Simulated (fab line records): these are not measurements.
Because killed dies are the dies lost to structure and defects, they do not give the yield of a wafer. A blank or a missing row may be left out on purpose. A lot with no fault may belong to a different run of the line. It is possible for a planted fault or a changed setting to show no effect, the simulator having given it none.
fab line records	flow gf180mcu
[record] lots = 24	wafers = 72	last_day = 34
route steps=602 shown V1@356 M3@425 V3@432 TOP_METAL@584
lots with no fault: from the same line, run without faults
start_h: hours from the record's opening day to when the first of the lot's shown wafers began	wait_h: hours elapsed since this lot's preceding step	" unchanged from the row above	L1.1+2: a row that stands for several wafers	- no value present, or no start provided	* or withheld: withheld	< > ~ a bound
route shown NAME@n: a module of which the file shows steps, and the number in the route of the first	usual: average and standard deviation across the fault-free wafers	same: alike in all rows	chamber/n: place in a boat	sites: readings site by site	_std_site: how widely they spread, as a standard deviation	_edge_site: inner sites' mean taken away from outer sites' mean	radius_mm: for every site, how far away it sits from the centre of the wafer	mask NAME#n: copy n	behind: tool/chamber where the wafer was last shaped	hold: cause of the lot's hold/its duration in hours/its outcome	device: whichever transistor did not switch (one of n, p or np)	end of line: at the end of the route, the tests of the same wafers	a step given without rows: its recipe and nothing more	killed: not the wafer's yield, but the dies lost to structure and defects at the first sort	map: shows each die of a wafer: x if killed, . if not, _ if none is there
set.NAME: the setting as run; set.NAME@STEP: as run at that earlier step	model.NAME: the simulator's own value behind a step, which no gauge read
route steps across a sampled set of lots; one table per step, one row per wafer
services: the hour from which a tool's chamber was out of use, counted from the record's first day as start_h (under 0 if before that day), plus the number of hours and why
[[steps]]
[step GF_V1_SPUTTER_21]
[recipe] material = Ti	target_thk_nm = 15	chamber_pressure_pa = 5	power_w = 2500	substrate_temp_c = 200	time_s = 80.02
[usual] chamber_pressure_pa = 5.001/0.01	throttle_valve_pct = 29.8/1.3
lot.wafer	tool	chamber	start_h	wait_h	chamber_pressure_pa	throttle_valve_pct
L074.3	pvd_sputter-03	-	412.84	0.0	5.002	28.3
L074.4	"	-	"	"	4.998	29.6
L074.5	"	-	"	"	4.995	29.9
L075.3	pvd_sputter-01	-	422.20	0.0	4.985	28.7
L075.4	"	-	"	"	5.013	31.7
L075.6	"	-	"	"	4.997	31.7
L076.2	pvd_sputter-04	-	425.32	0.0	4.997	32.2
L076.4	"	-	"	"	4.994	29.9
L076.5	"	-	"	"	5.015	28.5
L077.3	pvd_sputter-04	-	447.05	0.0	5.020	28.3
L077.5	"	-	"	"	5.010	32.5
L077.6	"	-	"	"	5.001	29.7
L078.1	pvd_sputter-04	-	456.41	0.0	4.986	29.8
L078.2	"	-	"	"	5.018	32.5
L078.6	"	-	"	"	4.995	29.6
L080.1	pvd_sputter-01	-	464.58	0.0	5.010	27.7
L080.4	"	-	"	"	5.024	31.4
L080.5	"	-	"	"	5.001	28.5
L079.1	pvd_sputter-04	-	466.51	0.0	5.009	32.2
L079.3	"	-	"	"	5.000	29.9
L079.4	"	-	"	"	5.014	30.0
L081.2	pvd_sputter-03	-	473.36	0.0	4.985	29.8
L081.3	"	-	"	"	4.996	30.2
L081.6	"	-	"	"	5.013	30.3
L082.1	pvd_sputter-03	-	489.41	0.0	5.019	30.2
L082.2	"	-	"	"	5.007	30.3
L082.6	"	-	"	"	4.999	30.5
L083.1	pvd_sputter-04	-	496.10	0.0	5.024	29.7
L083.5	"	-	"	"	5.000	29.5
L083.6	"	-	"	"	4.991	32.3
L084.1	pvd_sputter-03	-	505.98	0.0	4.991	28.1
L084.4	"	-	"	"	4.999	29.8
L084.5	"	-	"	"	4.983	30.0
L085.1	pvd_sputter-03	-	517.62	0.0	5.001	30.2
L085.2	"	-	"	"	5.013	30.2
L085.5	"	-	"	"	5.005	30.0
L087.1	pvd_sputter-04	-	525.26	0.0	5.016	28.6
L087.3	"	-	"	"	5.003	29.8
L087.4	"	-	"	"	4.997	32.4
L088.2	pvd_sputter-01	-	533.16	0.0	4.998	31.5
L088.3	"	-	"	"	4.989	30.4
L088.4	"	-	"	"	4.989	31.1
L086.1	pvd_sputter-01	-	539.34	0.0	4.985	30.0
L086.2	"	-	"	"	5.009	31.0
L086.3	"	-	"	"	4.985	27.4
L089.1	pvd_sputter-03	-	545.09	0.0	4.987	29.8
L089.5	"	-	"	"	4.988	29.9
L089.6	"	-	"	"	5.021	29.9
L090.2	pvd_sputter-01	-	555.69	0.0	5.015	30.3
L090.3	"	-	"	"	5.012	31.2
L090.6	"	-	"	"	5.005	28.7
L091.3	pvd_sputter-04	-	558.70	0.0	4.998	29.8
L091.4	"	-	"	"	5.006	29.9
L091.6	"	-	"	"	5.002	30.0
L092.2	pvd_sputter-03	-	566.24	0.0	5.012	30.4
L092.3	"	-	"	"	4.997	29.9
L092.6	"	-	"	"	5.010	30.2
L093.1	pvd_sputter-01	-	574.75	0.0	4.984	31.4
L093.4	"	-	"	"	4.996	27.4
L093.6	"	-	"	"	5.006	27.5
L094.3	pvd_sputter-04	-	586.66	0.0	4.992	28.6
L094.4	"	-	"	"	5.013	29.8
L094.6	"	-	"	"	5.014	29.8
L095.1	pvd_sputter-04	-	590.00	0.0	5.000	28.7
L095.4	"	-	"	"	5.016	29.8
L095.6	"	-	"	"	5.003	32.6
L096.2	pvd_sputter-01	-	592.10	0.0	4.985	27.4
L096.3	"	-	"	"	4.993	28.5
L096.5	"	-	"	"	4.986	30.1
L097.2	pvd_sputter-03	-	603.40	0.0	5.003	30.1
L097.4	"	-	"	"	5.011	30.1
L097.6	"	-	"	"	5.002	28.5
[step GF_V1_SPUTTER_22]
[recipe] material = TiN	target_thk_nm = 10	chamber_pressure_pa = 5	power_w = 4000	time_s = 40
[usual] chamber_pressure_pa = 5.000/0.011	throttle_valve_pct = 29.8/1.3
lot.wafer	tool	chamber	start_h	wait_h	chamber_pressure_pa	throttle_valve_pct
L074.3	pvd_sputter-03	-	412.90	0.0	5.018	28.4
L074.4	"	-	"	"	5.003	29.7
L074.5	"	-	"	"	4.993	30.2
L075.3	pvd_sputter-01	-	422.27	0.0	4.994	28.6
L075.4	"	-	"	"	4.990	31.2
L075.6	"	-	"	"	4.996	31.5
L076.2	pvd_sputter-04	-	427.14	1.8	5.000	32.6
L076.4	"	-	"	"	4.996	30.0
L076.5	"	-	"	"	4.988	28.3
L077.3	pvd_sputter-04	-	447.11	0.0	4.978	28.7
L077.5	"	-	"	"	4.985	32.4
L077.6	"	-	"	"	5.004	29.8
L078.1	pvd_sputter-04	-	456.47	0.0	5.007	29.7
L078.2	"	-	"	"	4.982	32.8
L078.6	"	-	"	"	4.993	29.6
L080.1	pvd_sputter-01	-	464.64	0.0	5.009	27.3
L080.4	"	-	"	"	4.997	31.6
L080.5	"	-	"	"	5.027	28.6
L079.1	pvd_sputter-04	-	466.57	0.0	5.009	32.4
L079.3	"	-	"	"	4.994	29.7
L079.4	"	-	"	"	5.036	29.8
L081.2	pvd_sputter-03	-	473.42	0.0	5.008	30.0
L081.3	"	-	"	"	4.993	30.1
L081.6	"	-	"	"	5.000	30.5
L082.1	pvd_sputter-03	-	489.47	0.0	4.987	30.3
L082.2	"	-	"	"	5.019	30.2
L082.6	"	-	"	"	5.012	30.3
L083.1	pvd_sputter-04	-	496.16	0.0	4.996	29.7
L083.5	"	-	"	"	5.004	29.8
L083.6	"	-	"	"	4.994	32.2
L084.1	pvd_sputter-03	-	506.04	0.0	5.003	28.2
L084.4	"	-	"	"	5.017	29.9
L084.5	"	-	"	"	5.001	30.3
L085.1	pvd_sputter-03	-	517.68	0.0	5.005	29.9
L085.2	"	-	"	"	4.995	30.1
L085.5	"	-	"	"	4.995	30.0
L087.1	pvd_sputter-04	-	525.32	0.0	4.998	28.4
L087.3	"	-	"	"	5.008	29.8
L087.4	"	-	"	"	5.001	32.4
L088.2	pvd_sputter-01	-	533.22	0.0	5.009	31.3
L088.3	"	-	"	"	4.986	30.2
L088.4	"	-	"	"	5.000	31.3
L086.1	pvd_sputter-01	-	539.40	0.0	5.010	30.3
L086.2	"	-	"	"	4.999	31.6
L086.3	"	-	"	"	5.014	27.3
L089.1	pvd_sputter-03	-	545.15	0.0	5.006	29.7
L089.5	"	-	"	"	5.000	30.3
L089.6	"	-	"	"	5.021	30.0
L090.2	pvd_sputter-01	-	555.75	0.0	4.985	30.4
L090.3	"	-	"	"	5.006	31.4
L090.6	"	-	"	"	5.016	28.6
L091.3	pvd_sputter-04	-	558.76	0.0	4.985	29.8
L091.4	"	-	"	"	5.010	29.6
L091.6	"	-	"	"	4.968	29.8
L092.2	pvd_sputter-03	-	566.30	0.0	4.998	30.4
L092.3	"	-	"	"	5.018	29.8
L092.6	"	-	"	"	4.994	30.3
L093.1	pvd_sputter-01	-	574.81	0.0	4.995	31.5
L093.4	"	-	"	"	5.011	27.5
L093.6	"	-	"	"	4.997	27.3
L094.3	pvd_sputter-04	-	586.72	0.0	5.004	28.8
L094.4	"	-	"	"	4.994	29.5
L094.6	"	-	"	"	4.986	29.6
L095.1	pvd_sputter-04	-	590.06	0.0	4.984	28.4
L095.4	"	-	"	"	4.987	29.7
L095.6	"	-	"	"	5.008	32.2
L096.2	pvd_sputter-01	-	592.16	0.0	5.003	27.2
L096.3	"	-	"	"	5.006	28.5
L096.5	"	-	"	"	4.992	30.0
L097.2	pvd_sputter-03	-	603.46	0.0	4.995	30.2
L097.4	"	-	"	"	4.994	30.1
L097.6	"	-	"	"	5.000	28.8
[step GF_M3_METAL_ETCH_16]
[recipe] chemistry = Cl2/BCl3	mask_material = KrF	target_depth_nm = 627.5	stop_on = SiO2	pressure_mtorr = 8	icp_w = 800	bias_w = 140	Cl2_flow_sccm = 80	bcl3_flow_sccm = 40	time_s = 104.6
[usual] drypump_motor_current_A = 5.70/0.24	he_backside_leak_sccm = 3.26/0.22	oes_product_au = 0.973/0.0057	throttle_valve_pct = 28.249/0.0092
lot.wafer	tool	chamber	start_h	wait_h	drypump_motor_current_A	he_backside_leak_sccm	oes_product_au	rf_hours_counter_h	throttle_valve_pct
L074.3	rie_metal-01	0	489.85	0.1	6.06	2.99	0.972	-	28.264
L074.4	"	1	"	"	5.50	3.22	0.972	-	28.244
L074.5	"	0	"	"	6.06	2.89	0.975	-	28.234
L075.3	rie_metal-01	0	498.62	0.1	6.05	3.09	0.968	-	28.254
L075.4	"	1	"	"	5.49	3.27	0.974	-	28.251
L075.6	"	0	"	"	6.06	3.19	0.978	-	28.249
L076.2	rie_metal-01	0	503.01	0.0	6.05	3.13	0.975	10	28.255
L076.4	"	1	"	"	5.52	3.28	0.967	-	28.246
L076.5	"	1	"	"	5.52	3.24	0.979	-	28.232
L077.3	rie_metal-01	0	522.62	0.1	6.07	2.95	0.976	-	28.247
L077.5	"	0	"	"	6.06	3.19	0.971	-	28.232
L077.6	"	1	"	"	5.51	3.25	0.977	-	28.227
L078.1	rie_metal-03	1	531.28	0.0	5.46	3.12	0.970	8	28.247
L078.2	"	1	"	"	5.42	3.02	0.967	-	28.251
L078.6	"	1	"	"	5.45	3.18	0.977	-	28.252
L080.1	rie_metal-04	0	540.44	0.0	5.93	3.06	0.973	8	28.243
L080.4	"	1	"	"	5.51	3.38	0.976	-	28.243
L080.5	"	0	"	"	5.90	3.24	0.970	-	28.240
L079.1	rie_metal-03	1	540.58	0.0	5.45	3.30	0.958	8	28.255
L079.3	"	0	"	"	5.83	3.61	0.964	-	28.272
L079.4	"	1	"	"	5.46	3.15	0.969	-	28.264
L081.2	rie_metal-01	1	547.59	0.0	5.49	3.36	0.966	6	28.253
L081.3	"	0	"	"	6.06	2.98	0.969	-	28.251
L081.6	"	0	"	"	6.07	2.98	0.968	-	28.241
L082.1	rie_metal-04	1	562.63	0.0	5.54	3.87	0.974	8	28.247
L082.2	"	0	"	"	5.92	3.29	0.965	9	28.250
L082.6	"	1	"	"	5.53	3.71	0.967	-	28.257
L083.1	rie_metal-03	1	567.46	0.0	5.42	3.28	0.971	9	28.243
L083.5	"	0	"	"	5.85	3.46	0.971	-	28.256
L083.6	"	1	"	"	5.45	3.24	0.975	-	28.250
L084.1	rie_metal-01	1	577.78	0.0	5.52	3.28	0.978	7	28.244
L084.4	"	1	"	"	5.53	3.23	0.971	-	28.257
L084.5	"	0	"	"	6.06	3.00	0.981	-	28.267
L085.1	rie_metal-04	0	589.14	0.0	5.89	3.32	0.977	9	28.251
L085.2	"	1	"	"	5.54	3.68	0.973	9	28.252
L085.5	"	1	"	"	5.50	3.35	0.969	-	28.255
L087.1	rie_metal-01	1	595.54	0.0	5.51	3.21	0.970	8	28.245
L087.3	"	1	"	"	5.51	3.22	0.968	-	28.240
L087.4	"	1	"	"	5.50	3.29	0.985	-	28.236
L088.2	rie_metal-04	1	601.38	0.0	5.55	3.33	0.985	9	28.250
L088.3	"	1	"	"	5.52	3.20	0.978	-	28.252
L088.4	"	0	"	"	5.94	3.23	0.972	-	28.241
L086.1	rie_metal-04	0	607.33	0.0	5.86	2.98	0.978	10	28.250
L086.2	"	1	"	"	5.51	3.44	0.979	9	28.263
L086.3	"	0	"	"	5.88	2.94	0.966	-	28.249
L089.1	rie_metal-01	1	613.23	0.0	5.50	3.27	0.964	9	28.257
L089.5	"	1	"	"	5.48	3.17	0.959	-	28.262
L089.6	"	1	"	"	5.48	3.23	0.965	-	28.268
L090.2	rie_metal-01	1	623.01	0.0	5.50	3.30	0.972	9	28.250
L090.3	"	1	"	"	5.51	3.32	0.965	-	28.240
L090.6	"	1	"	"	5.49	3.32	0.968	-	28.251
L091.3	rie_metal-04	0	626.49	0.1	5.88	3.09	0.965	-	28.271
L091.4	"	1	"	"	5.56	3.56	0.966	-	28.240
L091.6	"	1	"	"	5.52	3.21	0.967	-	28.248
L092.2	rie_metal-01	0	633.98	0.0	6.05	3.11	0.972	1	28.253
L092.3	"	1	"	"	5.51	3.24	0.970	-	28.260
L092.6	"	0	"	"	6.04	2.95	0.968	-	28.245
L093.1	rie_metal-03	0	640.81	0.0	5.86	3.59	0.959	3	28.257
L093.4	"	1	"	"	5.45	3.19	0.976	-	28.229
L093.6	"	0	"	"	5.86	3.61	0.974	-	28.247
L094.3	rie_metal-04	0	654.98	0.1	5.93	3.11	0.980	-	28.238
L094.4	"	1	"	"	5.50	3.64	0.978	-	28.254
L094.6	"	1	"	"	5.52	3.43	0.976	-	28.249
L095.1	rie_metal-01	1	655.51	0.0	5.52	3.31	0.975	10	28.236
L095.4	"	0	"	"	6.03	3.03	0.974	-	28.262
L095.6	"	0	"	"	6.05	3.01	0.986	-	28.244
L096.2	rie_metal-03	1	657.36	0.0	5.40	3.18	0.983	12	28.246
L096.3	"	0	"	"	5.83	3.68	0.977	-	28.256
L096.5	"	0	"	"	5.85	3.82	0.982	-	28.242
L097.2	rie_metal-04	0	667.13	0.0	5.89	3.29	0.972	12	28.251
L097.4	"	1	"	"	5.51	3.64	0.968	-	28.238
L097.6	"	1	"	"	5.49	3.44	0.969	-	28.251
[step GF_V3_THK_MEAS_03]
[recipe] reads = SiO2_of_V3_CVD_02
[usual] V3_CVD_02_THK = 845/13
lot.wafer	tool	chamber	start_h	wait_h	V3_CVD_02_THK[nm]
L074.3	film_metro-02	-	490.68	0.1	830
L074.4	"	-	"	"	846
L074.5	"	-	"	"	841
L075.3	film_metro-02	-	499.45	0.1	839
L075.4	"	-	"	"	857
L075.6	"	-	"	"	861
L076.2	film_metro-01	-	503.87	0.0	839
L076.4	"	-	"	"	854
L076.5	"	-	"	"	844
L077.3	film_metro-01	-	523.53	0.1	847
L077.5	"	-	"	"	844
L077.6	"	-	"	"	848
L078.1	film_metro-04	-	532.27	0.0	820
L078.2	"	-	"	"	823
L078.6	"	-	"	"	842
L080.1	film_metro-04	-	541.32	0.0	845
L080.4	"	-	"	"	862
L080.5	"	-	"	"	864
L079.1	film_metro-02	-	541.44	0.0	848
L079.3	"	-	"	"	859
L079.4	"	-	"	"	873
L081.2	film_metro-04	-	548.57	0.0	843
L081.3	"	-	"	"	852
L081.6	"	-	"	"	873
L082.1	film_metro-04	-	563.48	0.0	834
L082.2	"	-	"	"	825
L082.6	"	-	"	"	850
L083.1	film_metro-02	-	568.31	0.0	849
L083.5	"	-	"	"	859
L083.6	"	-	"	"	864
L084.1	film_metro-02	-	578.66	0.0	846
L084.4	"	-	"	"	843
L084.5	"	-	"	"	865
L085.1	film_metro-04	-	590.09	0.1	843
L085.2	"	-	"	"	835
L085.5	"	-	"	"	852
L087.1	film_metro-01	-	596.54	0.1	848
L087.3	"	-	"	"	855
L087.4	"	-	"	"	854
L088.2	film_metro-02	-	602.24	0.0	840
L088.3	"	-	"	"	854
L088.4	"	-	"	"	857
L086.1	film_metro-04	-	608.26	0.0	825
L086.2	"	-	"	"	828
L086.3	"	-	"	"	833
L089.1	film_metro-02	-	614.19	0.0	830
L089.5	"	-	"	"	862
L089.6	"	-	"	"	847
L090.2	film_metro-04	-	623.90	0.0	830
L090.3	"	-	"	"	829
L090.6	"	-	"	"	834
L091.3	film_metro-04	-	627.36	0.1	830
L091.4	"	-	"	"	843
L091.6	"	-	"	"	841
L092.2	film_metro-04	-	634.84	0.0	835
L092.3	"	-	"	"	825
L092.6	"	-	"	"	846
L093.1	film_metro-01	-	641.65	0.0	849
L093.4	"	-	"	"	852
L093.6	"	-	"	"	844
L094.3	film_metro-01	-	655.88	0.1	842
L094.4	"	-	"	"	851
L094.6	"	-	"	"	858
L095.1	film_metro-02	-	656.75	0.1	836
L095.4	"	-	"	"	845
L095.6	"	-	"	"	840
L096.2	film_metro-04	-	658.21	0.0	844
L096.3	"	-	"	"	846
L096.5	"	-	"	"	853
L097.2	film_metro-04	-	667.99	0.0	847
L097.4	"	-	"	"	860
L097.6	"	-	"	"	853
[step GF_V3_RS_MEAS_24]
[recipe] thk_meas_gauge = four-point-probe	reads = W_of_V3_CVD_23+TiN_of_V3_SPUTTER_22+Ti_of_V3_SPUTTER_21
[usual] V3_W_RS = 0.328/0.0034
lot.wafer	tool	chamber	start_h	wait_h	V3_W_RS[ohm/sq]
L074.3	film_metro-04	-	515.92	0.1	0.328
L074.4	"	-	"	"	0.325
L074.5	"	-	"	"	0.331
L075.3	film_metro-01	-	524.24	0.1	0.326
L075.4	"	-	"	"	0.325
L075.6	"	-	"	"	0.323
L076.2	film_metro-02	-	527.86	0.1	0.329
L076.4	"	-	"	"	0.325
L076.5	"	-	"	"	0.327
L077.3	film_metro-01	-	547.97	0.1	0.331
L077.5	"	-	"	"	0.326
L077.6	"	-	"	"	0.330
L078.1	film_metro-02	-	556.18	0.1	0.325
L078.2	"	-	"	"	0.330
L078.6	"	-	"	"	0.327
L080.1	film_metro-04	-	565.14	0.1	0.326
L080.4	"	-	"	"	0.327
L080.5	"	-	"	"	0.330
L079.1	film_metro-04	-	565.58	0.1	0.322
L079.3	"	-	"	"	0.327
L079.4	"	-	"	"	0.324
L081.2	film_metro-01	-	571.64	0.1	0.329
L081.3	"	-	"	"	0.323
L081.6	"	-	"	"	0.328
L082.1	film_metro-01	-	586.85	0.1	0.331
L082.2	"	-	"	"	0.323
L082.6	"	-	"	"	0.323
L083.1	film_metro-02	-	591.29	0.1	0.325
L083.5	"	-	"	"	0.327
L083.6	"	-	"	"	0.333
L084.1	film_metro-01	-	601.21	0.1	0.327
L084.4	"	-	"	"	0.328
L084.5	"	-	"	"	0.332
L085.1	film_metro-04	-	611.81	0.1	0.329
L085.2	"	-	"	"	0.324
L085.5	"	-	"	"	0.329
L087.1	film_metro-01	-	618.31	0.1	0.332
L087.3	"	-	"	"	0.331
L087.4	"	-	"	"	0.334
L088.2	film_metro-01	-	623.07	0.1	0.329
L088.3	"	-	"	"	0.327
L088.4	"	-	"	"	0.330
L086.1	film_metro-04	-	630.42	0.1	0.326
L086.2	"	-	"	"	0.329
L086.3	"	-	"	"	0.328
L089.1	film_metro-02	-	636.57	0.1	0.327
L089.5	"	-	"	"	0.327
L089.6	"	-	"	"	0.324
L090.2	film_metro-04	-	645.43	0.1	0.333
L090.3	"	-	"	"	0.333
L090.6	"	-	"	"	0.326
L091.3	film_metro-04	-	649.06	0.1	0.321
L091.4	"	-	"	"	0.329
L091.6	"	-	"	"	0.333
L092.2	film_metro-01	-	656.59	0.2	0.325
L092.3	"	-	"	"	0.326
L092.6	"	-	"	"	0.325
L093.1	film_metro-01	-	662.77	0.1	0.326
L093.4	"	-	"	"	0.329
L093.6	"	-	"	"	0.330
L094.3	film_metro-01	-	676.55	0.1	0.324
L094.4	"	-	"	"	0.328
L094.6	"	-	"	"	0.324
L095.1	film_metro-02	-	678.60	0.1	0.330
L095.4	"	-	"	"	0.322
L095.6	"	-	"	"	0.324
L096.2	film_metro-02	-	679.98	0.1	0.329
L096.3	"	-	"	"	0.327
L096.5	"	-	"	"	0.334
L097.2	film_metro-02	-	688.98	0.1	0.328
L097.4	"	-	"	"	0.331
L097.6	"	-	"	"	0.335
[step GF_TOP_METAL_STRIP_17]
[recipe] chemistry = O2/N2	power_w = 1400	pressure_mtorr = 1500	platen_temp_c = 250	o2_flow_sccm = 3000	n2_flow_sccm = 300	overash_fraction = 0.5
[usual] drypump_motor_current_A = 5.82/0.19	heater_power_w = 355/32	oes_product_au = 0.710/0.0045	strip_time_to_endpoint_s = 13.47/0.092
lot.wafer	tool	chamber	start_h	wait_h	drypump_motor_current_A	heater_power_w	oes_product_au	rf_hours_counter_h	strip_time_to_endpoint_s
L074.3	plasma_asher-02	1	650.44	0.1	5.62	328	0.712	-	13.35
L074.4	"	0	"	"	5.95	360	0.711	-	13.53
L074.5	"	1	"	"	5.64	340	0.705	-	13.54
L075.3	plasma_asher-01	1	659.15	0.1	5.63	388	0.714	-	13.47
L075.4	"	0	"	"	5.78	313	0.713	-	13.48
L075.6	"	0	"	"	5.78	317	0.710	-	13.46
L076.2	plasma_asher-03	0	665.70	0.1	6.13	338	0.707	59	13.62
L076.4	"	1	"	"	5.95	418	0.715	-	13.62
L076.5	"	1	"	"	5.95	406	0.711	-	13.64
L077.3	plasma_asher-01	0	680.99	0.1	5.78	317	0.709	-	13.42
L077.5	"	1	"	"	5.66	377	0.710	-	13.30
L077.6	"	0	"	"	5.78	316	0.703	-	13.48
L078.1	plasma_asher-03	1	684.50	0.1	5.96	418	0.715	61	13.43
L078.2	"	0	"	"	6.14	339	0.707	61	13.39
L078.6	"	0	"	"	6.15	334	0.700	-	13.32
L080.1	plasma_asher-03	0	695.16	0.1	6.14	345	0.715	62	13.49
L080.4	"	0	"	"	6.13	340	0.713	-	13.55
L080.5	"	1	"	"	5.93	404	0.713	-	13.52
L079.1	plasma_asher-01	0	696.65	0.1	5.81	304	0.711	111	13.36
L079.3	"	0	"	"	5.79	318	0.713	-	13.34
L079.4	"	1	"	"	5.63	394	0.709	-	13.45
L081.2	plasma_asher-01	1	701.90	0.1	5.64	386	0.707	112	13.53
L081.3	"	1	"	"	5.61	383	0.715	-	13.40
L081.6	"	0	"	"	5.76	311	0.721	-	13.50
L082.1	plasma_asher-02	0	713.74	0.3	5.94	356	0.709	90	13.56
L082.2	"	1	"	"	5.59	330	0.716	90	13.55
L082.6	"	1	"	"	5.59	331	0.700	-	13.51
L083.1	plasma_asher-02	0	716.16	0.1	6.00	374	0.712	90	13.47
L083.5	"	0	"	"	5.97	365	0.705	-	13.38
L083.6	"	1	"	"	5.56	335	0.711	-	13.50
L084.1	plasma_asher-03	1	722.83	0.3	5.96	420	0.705	65	13.54
L084.4	"	0	"	"	6.15	337	0.712	-	13.51
L084.5	"	1	"	"	5.96	416	0.716	-	13.56
L085.1	plasma_asher-02	0	736.35	0.1	5.99	364	0.709	92	13.61
L085.2	"	1	"	"	5.59	337	0.711	92	13.46
L085.5	"	0	"	"	5.91	363	0.709	-	13.52
L087.1	plasma_asher-03	0	740.23	0.3	6.14	338	0.709	67	13.59
L087.3	"	0	"	"	6.14	333	0.714	-	13.59
L087.4	"	1	"	"	5.95	410	0.713	-	13.66
L088.2	plasma_asher-02	1	741.96	0.1	5.63	337	0.708	93	13.45
L088.3	"	1	"	"	5.61	324	0.711	-	13.49
L088.4	"	0	"	"	5.95	371	0.707	-	13.36
L086.1	plasma_asher-02	0	747.81	0.1	5.92	361	0.714	94	13.64
L086.2	"	1	"	"	5.60	324	0.708	94	13.48
L086.3	"	0	"	"	5.96	355	0.711	-	13.66
L089.1	plasma_asher-01	0	755.86	0.1	5.79	319	0.703	2	13.51
L089.5	"	1	"	"	5.61	379	0.712	-	13.40
L089.6	"	0	"	"	5.77	316	0.710	-	13.49
L090.2	plasma_asher-01	0	760.51	0.1	5.79	322	0.713	3	13.55
L090.3	"	0	"	"	5.79	319	0.703	-	13.55
L090.6	"	0	"	"	5.77	318	0.708	-	13.55
L091.3	plasma_asher-02	1	764.35	0.1	5.59	325	0.713	-	13.50
L091.4	"	0	"	"	5.95	365	0.711	-	13.41
L091.6	"	0	"	"	5.96	353	0.711	-	13.50
L092.2	plasma_asher-01	0	772.46	0.1	5.78	316	0.707	4	13.43
L092.3	"	0	"	"	5.77	314	0.716	-	13.60
L092.6	"	0	"	"	5.75	320	0.713	-	13.56
L093.1	plasma_asher-01	0	776.86	0.1	5.78	308	0.707	5	13.40
L093.4	"	1	"	"	5.63	380	0.703	-	13.40
L093.6	"	0	"	"	5.78	322	0.709	-	13.39
L094.3	plasma_asher-02	1	786.69	0.1	5.59	335	0.705	-	13.30
L094.4	"	0	"	"	5.97	362	0.707	-	13.49
L094.6	"	1	"	"	5.59	331	0.715	-	13.27
L095.1	plasma_asher-01	0	788.21	0.1	5.78	318	0.705	6	13.54
L095.4	"	1	"	"	5.63	383	0.705	-	13.49
L095.6	"	0	"	"	5.80	314	0.713	-	13.45
L096.2	plasma_asher-02	1	789.20	0.1	5.60	328	0.718	100	13.36
L096.3	"	1	"	"	5.58	330	0.716	-	13.37
L096.5	"	1	"	"	5.62	329	0.701	-	13.24
L097.2	plasma_asher-03	0	798.36	0.1	6.14	342	0.714	69	13.53
L097.4	"	0	"	"	6.18	340	0.704	-	13.36
L097.6	"	1	"	"	5.92	405	0.706	-	13.44
[[services]]
tool	chamber	start_h	hours	kind
plasma_asher-02	-	394.25	13.7	repair
plasma_asher-01	-	422.00	1.8	repair
plasma_asher-01	-	452.27	1.1	repair
pvd_sputter-03	-	464.14	6.3	repair
pvd_sputter-04	-	486.73	2.2	repair
plasma_asher-01	-	520.67	0.7	repair
plasma_asher-02	-	523.99	2.3	repair
rie_metal-01	-	531.36	0.1	repair
pvd_sputter-03	-	547.87	2.4	repair
rie_metal-04	1	547.89	3.1	repair
rie_metal-01	0	557.88	10.5	repair
plasma_asher-01	-	561.28	3.3	pm
pvd_sputter-03	-	577.48	3.9	repair
pvd_sputter-03	-	605.81	12.8	repair
pvd_sputter-04	-	615.78	2.1	repair
pvd_sputter-04	-	645.37	5.0	repair
rie_metal-04	-	680.38	2.8	pm
rie_metal-04	1	705.27	15.5	repair
pvd_sputter-01	-	723.15	1.0	repair
pvd_sputter-01	-	723.18	2.8	repair
rie_metal-01	0	730.50	4.3	repair
plasma_asher-01	-	733.75	9.0	pm
pvd_sputter-03	-	753.73	1.7	repair
pvd_sputter-04	-	770.84	0.6	repair
[[key]]
fault none
